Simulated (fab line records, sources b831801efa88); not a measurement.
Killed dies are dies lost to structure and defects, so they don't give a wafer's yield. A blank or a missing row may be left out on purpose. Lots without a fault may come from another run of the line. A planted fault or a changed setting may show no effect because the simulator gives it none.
fab line records | flow sky130
record lots=7 wafers=18 last_day=50
route steps=708 shown DNWELL@41 PWDE@45 NWELL@56 PAD_OPEN@708
lots that met no fault: from a run of the same line without faults
start_h: hours from the record's first day to the start of the lot's first wafer shown | wait_h: hours since the lot's step before | " the same as in the row above | L1.1+2: a row that stands for several wafers | - no value, or no start given | * or withheld: withheld | < > ~ a bound
route shown NAME@n: a module of which the file shows steps, and the number in the route of the first | usual: mean/standard deviation of fault-free wafers | same: alike in all rows | chamber/n: place in a boat | sites: the reading at each site | _std_site: their standard deviation | _edge_site: outer sites' mean less inner sites' | radius_mm: how far each site lies from the wafer's centre | mask NAME#n: copy n | behind: the tool/chamber that last shaped the wafer | hold: why the lot was held/for how many hours/how that ended | device: the transistor (n, p or np) that didn't switch | end of line: the same wafers' tests at the end of the route | a step without rows: its recipe alone | killed: dies lost to structure and defects at the first sort, not the wafer's yield | map: a wafer's dies, x killed, . not, _ none there
set.NAME: the setting as run; set.NAME@STEP: as run at that earlier step | model.NAME: the simulator's own value behind a step, which no gauge read
lots at some steps of the route; a table a step, a row a wafer
services: from which hour (start_h, from the record's first day; less than 0 if before it) a tool's chamber was out of use, for how many hours, and why
## steps
# step SKY_DNWELL_DEVELOP_06
# recipe wall_angle_deg=90 developer=TMAH develop_time_s=60 dev_temp_c=23
# step SKY_DNWELL_IMPLANT_07
# recipe species=P energy_kev=withheld dose_cm2=withheld tilt_deg=withheld
# step SKY_DNWELL_STRIP_08
# recipe chemistry=O2/N2 power_w=1400 pressure_mtorr=1500 platen_temp_c=withheld o2_flow_sccm=3000 n2_flow_sccm=300 overash_fraction=0.5
# usual drypump_motor_current_A=5.95/0.25 o2_flow_sccm=2999/8.3 oes_product_au=0.723/0.0044 strip_time_to_endpoint_s=36.99/0.11
# columns lot.wafer tool chamber start_h wait_h drypump_motor_current_A o2_flow_sccm oes_product_au rf_hours_counter_h strip_time_to_endpoint_s
L276.1 plasma_asher-04 0 62.28 0.1 5.73 3005 0.719 24 37.10
L276.2 " 1 " " 6.04 2997 0.725 24 37.01
L276.5 " 1 " " 6.08 3007 0.727 - 37.06
L278.1 plasma_asher-04 0 68.74 0.1 5.74 2996 0.727 25 36.83
L278.2 " 1 " " 6.05 3013 0.733 25 36.76
L278.6 " 1 " " 6.03 2997 0.724 - 36.78
L284.2 plasma_asher-04 1 93.99 0.1 6.06 3007 0.723 27 37.06
L284.3 " 0 " " 5.75 2993 0.718 - 37.05
L285.1 plasma_asher-04 1 101.76 0.1 6.10 2980 0.723 28 36.98
L285.2 " 0 " " 5.75 2998 0.724 28 36.89
L287.2 plasma_asher-01 1 111.99 0.1 6.21 2991 0.717 43 37.12
L287.3 " 1 " " 6.20 2992 0.728 - 37.13
L295.1 plasma_asher-01 1 152.99 0.1 6.20 3016 0.722 47 37.06
L295.3 " 1 " " 6.20 2986 0.729 - 36.89
L295.4 " 0 " " 5.91 2997 0.735 - 37.02
L297.1 plasma_asher-01 0 165.34 0.1 5.93 2999 0.716 48 37.13
L297.3 " 1 " " 6.23 2990 0.725 - 37.06
L297.6 " 0 " " 5.92 3000 0.720 - 37.03
# step SKY_DNWELL_TW_MEAS_09
# usual DNWELL_TW=1111/7.9
# columns lot.wafer tool chamber start_h wait_h DNWELL_TW
L276.1 film_metro-03 - 62.38 0.1 1104
L276.2 " - " " 1112
L276.5 " - " " 1116
L278.1 film_metro-03 - 68.84 0.1 1105
L278.2 " - " " 1108
L278.6 " - " " 1108
L284.2 film_metro-04 - 94.10 0.1 1112
L284.3 " - " " 1103
L285.1 film_metro-04 - 101.86 0.1 1110
L285.2 " - " " 1110
L287.2 film_metro-03 - 112.10 0.1 1113
L287.3 " - " " 1119
L295.1 film_metro-03 - 153.09 0.1 1111
L295.3 " - " " 1118
L295.4 " - " " 1119
L297.1 film_metro-03 - 165.44 0.1 1108
L297.3 " - " " 1111
L297.6 " - " " 1112
# step SKY_PWDE_DEHYDRATE_00
# recipe temp_c=200 time_s=60
# step SKY_PWDE_HMDS_01
# recipe prime_time_s=60 prime_temp_c=120
# step SKY_PWDE_COAT_02
# recipe spin_rpm=2000 resist_thk_nm=3000
# step SKY_PWDE_SOFTBAKE_03
# recipe temp_c=110 time_s=withheld
# step SKY_PWDE_EXPOSE_04
# recipe mask_id=PWDEM na=0.6 source_shape=conventional sigma_outer=0.6 polarization=unpolarized target_cd_nm=840 dose_mj=214
# step SKY_PWDE_PEB_05
# recipe temp_c=115 time_s=withheld
# step SKY_PWDE_DEVELOP_06
# recipe wall_angle_deg=90 developer=TMAH develop_time_s=60 dev_temp_c=23
# step SKY_PWDE_OVL_MEAS_07
# usual PWDE_OVL=1.3/1.6
# columns lot.wafer tool chamber start_h wait_h PWDE_OVL[nm]
L276.1 overlay-02 - 78.56 - 2.4
L276.2 " - " " 1.9
L276.5 " - " " -1.0
L278.1 overlay-02 - 86.29 - 2.0
L278.2 " - " " 2.1
L278.6 " - " " 0.2
L284.2 overlay-01 - 111.85 - -1.0
L284.3 " - " " 1.3
L285.1 overlay-01 - 119.51 - 1.5
L285.2 " - " " -3.1
L287.2 overlay-01 - 130.90 - 2.4
L287.3 " - " " 3.0
L295.1 overlay-01 - 172.90 - 0.0
L295.3 " - " " 0.0
L295.4 " - " " 1.6
L297.1 overlay-02 - 186.24 - 0.5
L297.3 " - " " 4.5
L297.6 " - " " 3.0
# step SKY_PWDE_IMPLANT_08
# recipe species=B energy_kev=150 dose_cm2=3.6e+12 tilt_deg=withheld
# usual beam_on_s=10.01/0.22 faraday_current_uA=20.3/0.43
# columns lot.wafer tool chamber start_h wait_h beam_on_s faraday_current_uA
L276.1 implanter-01 0 78.60 0.0 10.29 19.7
L276.2 " 0 " " 9.92 20.6
L276.5 " 0 " " 9.83 20.6
L278.1 implanter-04 0 86.33 0.0 10.26 19.7
L278.2 " 0 " " 9.79 20.9
L278.6 " 0 " " 9.90 20.5
L284.2 implanter-01 0 111.90 0.0 14.36 14.2
L284.3 " 0 " " 9.89 20.5
L285.1 implanter-01 0 119.55 0.0 13.77 14.7
L285.2 " 0 " " 14.44 14.1
L287.2 implanter-01 0 130.95 0.0 14.20 14.3
L287.3 " 0 " " 10.04 20.2
L295.1 implanter-04 0 172.93 0.0 9.70 20.9
L295.3 " 0 " " 10.03 20.2
L295.4 " 0 " " 9.90 20.4
L297.1 implanter-03 0 186.28 0.0 10.35 19.6
L297.3 " 0 " " 10.19 20.0
L297.6 " 0 " " 9.95 20.5
# step SKY_PWDE_STRIP_09
# recipe chemistry=O2/N2 power_w=1400 pressure_mtorr=1500 platen_temp_c=withheld o2_flow_sccm=3000 n2_flow_sccm=300 overash_fraction=0.5
# usual drypump_motor_current_A=5.87/0.15 o2_flow_sccm=3000/8.4 oes_product_au=0.723/0.0042 strip_time_to_endpoint_s=36.90/0.077
# columns lot.wafer tool chamber start_h wait_h drypump_motor_current_A o2_flow_sccm oes_product_au rf_hours_counter_h strip_time_to_endpoint_s
L276.1 plasma_asher-04 1 78.75 0.1 6.05 3015 0.719 26 36.77
L276.2 " 0 " " 5.75 3000 0.720 26 36.71
L276.5 " 0 " " 5.76 2999 0.720 - 36.99
L278.1 plasma_asher-02 0 86.48 0.1 5.80 3015 0.729 38 36.90
L278.2 " 1 " " 5.72 2990 0.722 38 36.87
L278.6 " 0 " " 5.82 3012 0.727 - 36.96
L284.2 plasma_asher-04 0 112.08 0.2 5.75 2985 0.722 29 36.90
L284.3 " 0 " " 5.73 3003 0.725 - 36.90
L285.1 plasma_asher-04 0 119.70 0.1 5.73 3011 0.719 30 36.97
L285.2 " 1 " " 6.09 3013 0.727 30 36.96
L287.2 plasma_asher-02 0 131.08 0.1 5.84 3005 0.726 1 36.90
L287.3 " 1 " " 5.75 2995 0.725 - 37.01
L295.1 plasma_asher-02 1 173.08 0.1 5.75 3010 0.726 5 36.89
L295.3 " 1 " " 5.75 3003 0.727 - 36.91
L295.4 " 0 " " 5.86 3012 0.721 - 36.90
L297.1 plasma_asher-01 0 186.43 0.1 5.89 2993 0.723 50 36.80
L297.3 " 1 " " 6.24 3008 0.717 - 36.93
L297.6 " 0 " " 5.90 3001 0.722 - 36.93
# step SKY_PWDE_TW_MEAS_10
# usual PWDE_TW=371.5/2.2
# columns lot.wafer tool chamber start_h wait_h PWDE_TW
L276.1 film_metro-03 - 78.85 0.1 372.0
L276.2 " - " " 371.4
L276.5 " - " " 371.4
L278.1 film_metro-02 - 86.58 0.1 370.3
L278.2 " - " " 371.2
L278.6 " - " " 371.2
L284.2 film_metro-04 - 112.19 0.1 415.5
L284.3 " - " " 371.7
L285.1 film_metro-02 - 119.80 0.1 407.9
L285.2 " - " " 411.7
L287.2 film_metro-03 - 131.19 0.1 421.1
L287.3 " - " " 375.0
L295.1 film_metro-02 - 173.18 0.1 373.5
L295.3 " - " " 369.4
L295.4 " - " " 371.9
L297.1 film_metro-02 - 186.53 0.1 372.0
L297.3 " - " " 372.8
L297.6 " - " " 374.1
# step SKY_NWELL_DEHYDRATE_03
# recipe temp_c=200 time_s=60
# step SKY_NWELL_HMDS_04
# recipe prime_time_s=60 prime_temp_c=120
# step SKY_NWELL_COAT_05
# recipe spin_rpm=2000 resist_thk_nm=3000
# step SKY_NWELL_SOFTBAKE_06
# recipe temp_c=110 time_s=withheld
# step SKY_NWELL_EXPOSE_07
# recipe mask_id=NWM na=0.6 source_shape=conventional sigma_outer=0.6 polarization=unpolarized target_cd_nm=840 dose_mj=255
# step SKY_NWELL_PEB_08
# recipe temp_c=115 time_s=withheld
# step SKY_NWELL_DEVELOP_09
# recipe wall_angle_deg=90 developer=TMAH develop_time_s=60 dev_temp_c=23
# step SKY_NWELL_OVL_MEAS_10
# usual NWELL_00_OVL=0.6/1.3
# columns lot.wafer tool chamber start_h wait_h NWELL_00_OVL[nm]
L276.1 overlay-01 - 96.55 - 0.5
L276.2 " - " " -2.4
L276.5 " - " " -0.6
L278.1 overlay-02 - 103.89 - -1.2
L278.2 " - " " 0.2
L278.6 " - " " 1.1
L284.2 overlay-02 - 131.14 - 0.2
L284.3 " - " " -0.8
L285.1 overlay-02 - 138.05 - 0.6
L285.2 " - " " 2.4
L287.2 overlay-02 - 149.65 - 4.3
L287.3 " - " " 2.3
L295.1 overlay-02 - 194.39 - 1.3
L295.3 " - " " 2.3
L295.4 " - " " 2.3
L297.1 overlay-01 - 208.64 - -1.3
L297.3 " - " " 1.1
L297.6 " - " " -0.9
# step SKY_NWELL_IMPLANT_11
# recipe species=P energy_kev=400 dose_cm2=1.9e+13 tilt_deg=withheld
# step SKY_NWELL_IMPLANT_12
# recipe species=P energy_kev=120 dose_cm2=1.3e+12 tilt_deg=withheld
# step SKY_NWELL_IMPLANT_13
# recipe species=P energy_kev=50 dose_cm2=7e+11 tilt_deg=withheld
# step SKY_NWELL_STRIP_14
# recipe chemistry=O2/N2 power_w=1400 pressure_mtorr=1500 platen_temp_c=withheld o2_flow_sccm=3000 n2_flow_sccm=300 overash_fraction=0.5
# usual drypump_motor_current_A=5.80/0.25 o2_flow_sccm=3001/9.3 oes_product_au=0.722/0.0046 strip_time_to_endpoint_s=36.96/0.092
# columns lot.wafer tool chamber start_h wait_h drypump_motor_current_A o2_flow_sccm oes_product_au rf_hours_counter_h strip_time_to_endpoint_s
L276.1 plasma_asher-03 1 97.03 0.1 5.34 3003 0.724 44 36.87
L276.2 " 0 " " 6.09 3003 0.719 44 36.91
L276.5 " 1 " " 5.32 3004 0.715 - 36.71
L278.1 plasma_asher-02 1 104.38 0.1 5.76 2999 0.724 40 36.94
L278.2 " 0 " " 5.82 2988 0.725 40 36.84
L278.6 " 0 " " 5.79 2998 0.721 - 36.98
L284.2 plasma_asher-03 0 131.62 0.1 6.06 2994 0.721 47 37.04
L284.3 " 0 " " 6.09 2996 0.721 - 36.95
L285.1 plasma_asher-02 1 138.53 0.1 5.72 3008 0.726 2 37.05
L285.2 " 0 " " 5.84 2998 0.723 2 37.15
L287.2 plasma_asher-04 0 150.13 0.1 5.74 3003 0.722 33 36.99
L287.3 " 1 " " 6.05 3011 0.725 - 37.02
L295.1 plasma_asher-02 1 194.87 0.1 5.75 3010 0.722 6 36.82
L295.3 " 1 " " 5.74 3004 0.719 - 36.81
L295.4 " 0 " " 5.85 3004 0.725 - 36.91
L297.1 plasma_asher-04 0 209.12 0.1 5.74 2999 0.715 39 37.08
L297.3 " 1 " " 6.02 2974 0.718 - 37.01
L297.6 " 0 " " 5.76 3002 0.722 - 36.99
# step SKY_NWELL_TW_MEAS_15
# usual NWELL_TW=1818/13
# columns lot.wafer tool chamber start_h wait_h NWELL_TW
L276.1 film_metro-03 - 97.13 0.1 1808
L276.2 " - " " 1810
L276.5 " - " " 1815
L278.1 film_metro-02 - 104.48 0.1 1788
L278.2 " - " " 1790
L278.6 " - " " 1785
L284.2 film_metro-03 - 131.73 0.1 1820
L284.3 " - " " 1830
L285.1 film_metro-03 - 138.63 0.1 1824
L285.2 " - " " 1830
L287.2 film_metro-03 - 150.24 0.1 1815
L287.3 " - " " 1817
L295.1 film_metro-03 - 194.97 0.1 1832
L295.3 " - " " 1832
L295.4 " - " " 1827
L297.1 film_metro-02 - 209.22 0.1 1802
L297.3 " - " " 1803
L297.6 " - " " 1806
# step SKY_NWELL_DEHYDRATE_16
# recipe temp_c=200 time_s=60
# step SKY_NWELL_HMDS_17
# recipe prime_time_s=60 prime_temp_c=120
# step SKY_NWELL_COAT_18
# recipe spin_rpm=2000 resist_thk_nm=3000
# step SKY_NWELL_SOFTBAKE_19
# recipe temp_c=110 time_s=withheld
# step SKY_NWELL_EXPOSE_20
# recipe mask_id=NWM_COMPLEMENT na=0.6 source_shape=conventional sigma_outer=0.6 polarization=unpolarized target_cd_nm=840 dose_mj=260
# step SKY_NWELL_PEB_21
# recipe temp_c=115 time_s=withheld
# step SKY_NWELL_DEVELOP_22
# recipe wall_angle_deg=90 developer=TMAH develop_time_s=60 dev_temp_c=23
# step SKY_NWELL_OVL_MEAS_23
# usual NWELL_01_OVL=0.4/1.4
# columns lot.wafer tool chamber start_h wait_h NWELL_01_OVL[nm]
L276.1 overlay-01 - 114.64 - 0.4
L276.2 " - " " 0.3
L276.5 " - " " 0.2
L278.1 overlay-01 - 122.64 - 0.0
L278.2 " - " " -0.2
L278.6 " - " " -1.0
L284.2 overlay-02 - 150.35 - 1.8
L284.3 " - " " 2.5
L285.1 overlay-02 - 157.70 - 0.5
L285.2 " - " " 3.4
L287.2 overlay-02 - 169.10 - -1.1
L287.3 " - " " -0.3
L295.1 overlay-02 - 216.69 - 1.8
L295.3 " - " " 0.2
L295.4 " - " " 1.0
L297.1 overlay-02 - 231.39 - 2.7
L297.3 " - " " 2.2
L297.6 " - " " 1.8
# step SKY_NWELL_IMPLANT_24
# recipe species=B energy_kev=140 dose_cm2=9.2e+12 tilt_deg=withheld
# step SKY_NWELL_STRIP_25
# recipe chemistry=O2/N2 power_w=1400 pressure_mtorr=1500 platen_temp_c=withheld o2_flow_sccm=3000 n2_flow_sccm=300 overash_fraction=0.5
# usual drypump_motor_current_A=5.81/0.24 o2_flow_sccm=3000/8.4 oes_product_au=0.722/0.0049 strip_time_to_endpoint_s=36.96/0.11
# columns lot.wafer tool chamber start_h wait_h drypump_motor_current_A o2_flow_sccm oes_product_au rf_hours_counter_h strip_time_to_endpoint_s
L276.1 plasma_asher-04 0 114.82 0.1 5.77 2990 0.722 29 36.98
L276.2 " 1 " " 6.04 3002 0.726 29 36.93
L276.5 " 1 " " 6.07 3004 0.727 - 36.95
L278.1 plasma_asher-02 1 122.83 0.1 5.75 2981 0.730 0 36.98
L278.2 " 0 " " 5.85 3009 0.726 0 36.97
L278.6 " 1 " " 5.72 2996 0.723 - 37.05
L284.2 plasma_asher-03 0 150.53 0.1 6.06 3003 0.727 49 36.90
L284.3 " 0 " " 6.05 2999 0.725 - 36.98
L285.1 plasma_asher-02 0 157.88 0.1 5.84 3001 0.717 4 36.90
L285.2 " 1 " " 5.76 3005 0.720 4 36.86
L287.2 plasma_asher-04 0 169.28 0.1 5.76 3002 0.726 35 36.86
L287.3 " 1 " " 6.03 2990 0.718 - 37.09
L295.1 plasma_asher-04 1 216.92 0.1 6.05 2996 0.722 40 36.95
L295.3 " 0 " " 5.74 2997 0.733 - 36.98
L295.4 " 1 " " 6.03 2990 0.714 - 36.94
L297.1 plasma_asher-02 0 231.58 0.1 5.85 3005 0.726 9 36.94
L297.3 " 1 " " 5.79 2991 0.726 - 36.87
L297.6 " 1 " " 5.75 2997 0.715 - 36.93
# step SKY_NWELL_TW_MEAS_26
# usual NWELL_2_TW=496/3.5
# columns lot.wafer tool chamber start_h wait_h NWELL_2_TW
L276.1 film_metro-02 - 114.92 0.1 493
L276.2 " - " " 490
L276.5 " - " " 491
L278.1 film_metro-02 - 122.93 0.1 497
L278.2 " - " " 492
L278.6 " - " " 494
L284.2 film_metro-03 - 150.64 0.1 496
L284.3 " - " " 495
L285.1 film_metro-02 - 157.98 0.1 492
L285.2 " - " " 495
L287.2 film_metro-02 - 169.39 0.1 497
L287.3 " - " " 496
L295.1 film_metro-03 - 217.02 0.1 501
L295.3 " - " " 501
L295.4 " - " " 502
L297.1 film_metro-03 - 231.68 0.1 502
L297.3 " - " " 499
L297.6 " - " " 501
# step SKY_NWELL_CLEAN_27
# recipe chemistry=SC1/SC2 mix=1:4:20 temp_c=70 time_s=150 dry=n2_spin
# step SKY_NWELL_RTA_28
# recipe temp_c=1050 time_s=30 idle_temp_c=650 ramp_up_c_per_s=150 ramp_down_c_per_s=90 ambient=N2
# usual lamp_power_pct=25.30/0.056 wafer_temp_C_max=1054.9/1
# columns lot.wafer tool chamber start_h wait_h lamp_power_pct wafer_temp_C_max
L276.1 rtp_anneal-01 0 115.04 0.0 25.25 1054.8
L276.2 " 0 " " 25.37 1054.7
L276.5 " 0 " " 25.19 1055.3
L278.1 rtp_anneal-02 0 123.09 0.0 25.25 1056.3
L278.2 " 0 " " 25.27 1055.6
L278.6 " 0 " " 25.34 1054.8
L284.2 rtp_anneal-02 0 150.76 0.0 25.22 1055.6
L284.3 " 0 " " 25.34 1054.6
L285.1 rtp_anneal-01 0 158.09 0.0 25.33 1054.1
L285.2 " 0 " " 25.31 1053.9
L287.2 rtp_anneal-02 0 169.51 0.0 25.31 1055.2
L287.3 " 0 " " 25.26 1053.5
L295.1 rtp_anneal-01 0 217.14 0.0 25.25 1054.6
L295.3 " 0 " " 25.34 1054.5
L295.4 " 0 " " 25.29 1054.5
L297.1 rtp_anneal-02 0 231.79 0.0 25.21 1054.3
L297.3 " 0 " " 25.38 1054.6
L297.6 " 0 " " 25.22 1054.6
# step SKY_NWELL_RS_MEAS_29
# recipe thk_meas_gauge=four-point-probe
# usual NWELL_RS=624.2/1.6
# columns lot.wafer tool chamber start_h wait_h NWELL_RS[ohm/sq]
L276.1 film_metro-02 - 115.14 0.1 622.2
L276.2 " - " " 622.3
L276.5 " - " " 621.3
L278.1 film_metro-03 - 123.19 0.1 624.7
L278.2 " - " " 627.6
L278.6 " - " " 626.5
L284.2 film_metro-02 - 150.86 0.1 625.6
L284.3 " - " " 625.9
L285.1 film_metro-02 - 158.19 0.1 621.0
L285.2 " - " " 623.3
L287.2 film_metro-03 - 169.61 0.1 627.0
L287.3 " - " " 625.0
L295.1 film_metro-02 - 217.24 0.1 620.6
L295.3 " - " " 621.5
L295.4 " - " " 623.7
L297.1 film_metro-02 - 231.89 0.1 625.5
L297.3 " - " " 623.9
L297.6 " - " " 626.0
# step SKY_NWELL_RS_MEAS_31
# recipe thk_meas_gauge=four-point-probe
# usual PWDE_RS=5279/15
# columns lot.wafer tool chamber start_h wait_h PWDE_RS[ohm/sq]
L276.1 film_metro-02 - 115.38 0.1 5289
L276.2 " - " " 5289
L276.5 " - " " 5276
L278.1 film_metro-03 - 123.43 0.1 5318
L278.2 " - " " 5303
L278.6 " - " " 5307
L284.2 film_metro-02 - 151.10 0.1 4005
L284.3 " - " " 5277
L285.1 film_metro-02 - 158.43 0.1 4007
L285.2 " - " " 3998
L287.2 film_metro-03 - 169.85 0.1 4006
L287.3 " - " " 5288
L295.1 film_metro-02 - 217.48 0.1 5271
L295.3 " - " " 5269
L295.4 " - " " 5261
L297.1 film_metro-02 - 232.13 0.1 5299
L297.3 " - " " 5286
L297.6 " - " " 5278
# step SKY_PAD_OPEN_PROBE_99
# usual killed_at_M0_to_M3=43/7.3 killed_at_M4_up=3.1/1.7 killed_at_contacts=25/5.3 killed_at_front_end=15/4.3 killed_at_other=0.2/0.54 killed_dies=87/10 killed_open=48/7.6 killed_short=38/6.1
# same gross_dies=492 killed_at_back_side=0
# columns lot.wafer tool chamber start_h wait_h killed_at_M0_to_M3 killed_at_M4_up killed_at_contacts killed_at_front_end killed_at_other killed_dies killed_open killed_short model.etest.res_p_drift_20v.line_ohm_um model.etest.res_p_drift_20v.rs_ohm_sq model.etest.res_pwde_under_gate.rs_ohm_sq
L276.1 prober-02 - 1088.83 0.1 42 6 28 15 0 91 43 48 1.152e+04 9673 6161
L276.2 prober-02 - 1088.88 0.1 45 2 23 13 0 83 47 36 1.28e+04 1.051e+04 6189
L276.5 prober-02 - 1089.03 0.2 51 2 17 18 0 88 53 35 1.277e+04 1.063e+04 6152
L278.1 prober-02 - 1096.51 0.1 32 1 33 7 0 73 41 32 1.37e+04 1.148e+04 6206
L278.2 prober-02 - 1096.56 0.1 39 4 18 14 0 75 40 35 1.331e+04 1.11e+04 6221
L278.6 prober-02 - 1096.76 0.2 35 6 30 22 0 93 49 44 1.39e+04 1.172e+04 6246
L284.2 prober-01 - 1127.15 0.1 28 5 17 10 0 60 34 26 7940 6684 4473
L284.3 prober-01 - 1127.20 0.2 40 2 24 11 2 79 39 40 1.11e+04 9324 6233
L285.1 prober-01 - 1135.55 0.1 36 2 32 15 0 85 40 45 8080 6762 4452
L285.2 prober-01 - 1135.60 0.1 52 3 25 15 0 95 57 38 8053 6711 4422
L287.2 prober-02 - 1143.69 0.1 39 5 22 10 0 76 42 34 8204 6867 4503
L287.3 prober-02 - 1143.74 0.2 45 4 22 10 0 81 37 44 1.096e+04 9232 6305
L295.1 prober-01 - 1182.99 0.1 59 2 15 10 0 86 48 38 1.119e+04 9408 6264
L295.3 prober-01 - 1183.09 0.2 50 1 20 11 0 82 45 36 1.179e+04 9814 6218
L295.4 prober-01 - 1183.14 0.2 38 5 23 14 0 80 47 33 1.121e+04 9510 6248
L297.1 prober-01 - 1192.91 0.1 43 4 31 15 0 93 58 34 1.146e+04 9561 6159
L297.3 prober-01 - 1193.01 0.2 46 5 22 12 0 85 47 38 1.208e+04 9912 6114
L297.6 prober-01 - 1193.16 0.2 37 1 29 10 0 77 41 36 1.166e+04 9715 6089
# killed by level:class
L276.1 CONTACT:geometric_particle:open=11 METAL1:geometric_particle:short=8 VIA1:geometric_particle:open=7 FIELD_ISO:geometric_particle:short=6 LI_CONTACT:geometric_particle:open=6 METAL2:geometric_particle:short=6 LOCAL_INTERCONNECT:geometric_particle:short=5 CONTACT:geometric_particle:short=5
L276.2 CONTACT:geometric_particle:open=9 VIA1:geometric_particle:open=9 VIA3:geometric_particle:open=7 FIELD_ISO:geometric_particle:short=6 VIA2:geometric_particle:open=6 METAL2:geometric_particle:short=6 METAL1:geometric_particle:short=5 POLY_GATE:geometric_particle:open=4
L276.5 VIA1:geometric_particle:open=11 CONTACT:geometric_particle:open=10 VIA2:geometric_particle:open=9 VIA3:geometric_particle:open=8 METAL1:geometric_particle:short=7 METAL2:geometric_particle:short=5 POLY_GATE:geometric_particle:open=4 POLY_GATE:geometric_particle:short=4
L278.1 CONTACT:geometric_particle:open=13 VIA2:geometric_particle:open=7 METAL1:geometric_particle:short=6 LI_CONTACT:geometric_particle:short=5 LI_CONTACT:geometric_particle:open=5 LOCAL_INTERCONNECT:geometric_particle:short=5 CONTACT:geometric_particle:short=5 VIA3:geometric_particle:open=5
L278.2 METAL1:geometric_particle:short=8 CONTACT:geometric_particle:open=7 VIA3:geometric_particle:open=6 METAL2:geometric_particle:short=6 VIA2:geometric_particle:open=6 LI_CONTACT:geometric_particle:open=5 FIELD_ISO:geometric_particle:short=4 POLY_GATE:geometric_particle:open=4
L278.6 LI_CONTACT:geometric_particle:open=10 VIA1:geometric_particle:open=10 CONTACT:geometric_particle:open=8 CONTACT:geometric_particle:short=7 METAL4:geometric_particle:short=6 POLY_GATE:geometric_particle:short=5 METAL2:geometric_particle:short=5 VIA3:geometric_particle:open=5
L284.2 VIA1:geometric_particle:open=9 CONTACT:geometric_particle:open=7 POLY_GATE:geometric_particle:open=4 METAL2:geometric_particle:short=4 LI_CONTACT:geometric_particle:open=3 LOCAL_INTERCONNECT:geometric_particle:open=3 METAL1:geometric_particle:short=3 VIA3:geometric_particle:open=3
L284.3 VIA1:geometric_particle:open=9 LOCAL_INTERCONNECT:geometric_particle:short=7 LI_CONTACT:geometric_particle:open=5 VIA3:geometric_particle:open=5 VIA3:geometric_particle:short=5 VIA2:geometric_particle:open=5 FIELD_ISO:geometric_particle:open=4 FIELD_ISO:geometric_particle:short=4
L285.1 VIA1:geometric_particle:open=12 CONTACT:geometric_particle:short=8 CONTACT:geometric_particle:open=8 METAL2:geometric_particle:short=7 LOCAL_INTERCONNECT:geometric_particle:short=6 LI_CONTACT:geometric_particle:short=5 LI_CONTACT:geometric_particle:open=5 FIELD_ISO:geometric_particle:open=4
L285.2 VIA3:geometric_particle:open=13 VIA1:geometric_particle:open=10 METAL2:geometric_particle:short=8 CONTACT:geometric_particle:open=7 VIA2:geometric_particle:open=7 POLY_GATE:geometric_particle:open=5 LI_CONTACT:geometric_particle:open=5 VIA1:geometric_particle:short=5
L287.2 CONTACT:geometric_particle:open=9 METAL1:geometric_particle:short=9 VIA1:geometric_particle:open=7 METAL2:geometric_particle:short=5 CONTACT:geometric_particle:short=5 VIA2:geometric_particle:open=5 VIA3:geometric_particle:open=5 LI_CONTACT:geometric_particle:open=4
L287.3 CONTACT:geometric_particle:open=9 METAL1:geometric_particle:short=8 VIA2:geometric_particle:short=7 VIA1:geometric_particle:open=6 VIA2:geometric_particle:open=5 VIA3:geometric_particle:open=5 VIA3:geometric_particle:short=4 LOCAL_INTERCONNECT:geometric_particle:short=4
L295.1 VIA1:geometric_particle:open=16 METAL1:geometric_particle:short=8 VIA2:geometric_particle:open=6 CONTACT:geometric_particle:open=5 VIA1:geometric_particle:short=5 METAL2:geometric_particle:open=5 VIA3:geometric_particle:open=5 SPACER:geometric_particle:short=4
L295.3 VIA1:geometric_particle:open=13 METAL2:geometric_particle:short=9 VIA2:geometric_particle:open=7 LI_CONTACT:geometric_particle:open=6 CONTACT:geometric_particle:open=5 METAL1:geometric_particle:short=5 VIA1:geometric_particle:short=4 POLY_GATE:geometric_particle:open=3
L295.4 CONTACT:geometric_particle:open=11 VIA1:geometric_particle:open=9 VIA3:geometric_particle:open=8 LI_CONTACT:geometric_particle:open=6 FIELD_ISO:geometric_particle:open=5 METAL1:geometric_particle:short=5 METAL4:geometric_particle:short=5 VIA2:geometric_particle:open=4
L297.1 CONTACT:geometric_particle:open=12 VIA1:geometric_particle:open=11 LI_CONTACT:geometric_particle:open=11 VIA2:geometric_particle:open=7 METAL1:geometric_particle:short=6 POLY_GATE:geometric_particle:open=5 METAL3:geometric_particle:short=5 VIA3:geometric_particle:open=5
L297.3 VIA1:geometric_particle:open=10 CONTACT:geometric_particle:open=8 LI_CONTACT:geometric_particle:open=7 METAL3:geometric_particle:short=6 VIA3:geometric_particle:open=5 POLY_GATE:geometric_particle:open=4 VIA2:geometric_particle:open=4 METAL1:geometric_particle:short=4
L297.6 CONTACT:geometric_particle:open=15 METAL1:geometric_particle:short=7 METAL2:geometric_particle:short=7 VIA1:geometric_particle:open=6 FIELD_ISO:geometric_particle:open=4 LI_CONTACT:geometric_particle:open=4 CONTACT:geometric_particle:short=4 VIA1:geometric_particle:short=4
## services
# columns tool chamber start_h hours kind
implanter-04 - 49.81 4.0 pm
implanter-01 - 50.06 1.6 repair
implanter-03 - 57.06 3.6 repair
implanter-01 - 60.70 4.0 repair
plasma_asher-01 - 72.54 1.5 repair
implanter-03 - 73.99 1.3 repair
plasma_asher-02 - 108.75 9.0 pm
plasma_asher-02 0 108.75 9.0 vent_cycle
plasma_asher-02 1 108.75 9.0 vent_cycle
implanter-01 - 113.18 2.2 repair
implanter-03 - 117.25 0.6 repair
plasma_asher-02 0 117.75 - clean
plasma_asher-02 1 117.75 - clean
implanter-04 - 134.14 0.9 repair
implanter-04 - 136.00 2.3 repair
implanter-04 - 145.90 1.1 repair
implanter-01 - 149.15 3.3 pm
plasma_asher-03 - 162.68 1.5 repair
plasma_asher-02 - 185.82 7.5 repair
rtp_anneal-01 - 187.30 2.9 pm
plasma_asher-03 - 219.56 2.9 repair
implanter-01 - 230.89 5.0 pm
## key
first_sign step=SKY_PWDE_IMPLANT_08 reading=beam_on_s direction=up sigmas=19 usual=10.01 struck=14.19
effect step=SKY_PWDE_IMPLANT_08 reading=faraday_current_uA direction=down sigmas=14 usual=20.3 struck=14.3
effect step=SKY_PWDE_TW_MEAS_10 reading=PWDE_TW direction=up sigmas=19 usual=371.5 struck=414.0
effect step=SKY_NWELL_RS_MEAS_31 reading=PWDE_RS direction=down sigmas=84 usual=5279 struck=4004
model_effect step=SKY_PAD_OPEN_PROBE_99 value=etest.res_p_drift_20v.line_ohm_um without=1.108e+04 struck=8069
met_at SKY_PWDE_IMPLANT_08
struck_wafers L284.2,L285.1,L285.2,L287.2
tester_left_out L284,L285,L287
onset_between 78.60 111.90
fault kind=process_parameter_drift tool=implanter-01 chamber=- onset_h=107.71 steps=SKY_PWDE_IMPLANT_08 channel=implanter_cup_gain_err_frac offset=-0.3 shape=step end_h=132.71 scope=struck_wafers_only
# tester_left_out: of these lots the tester's yield and bins aren't shown, on N5 and GAA mostly nor the transistor test; their killed dies are dies lost to structure and defects alone, not to doping, threshold or leakage, so they don't give the yield
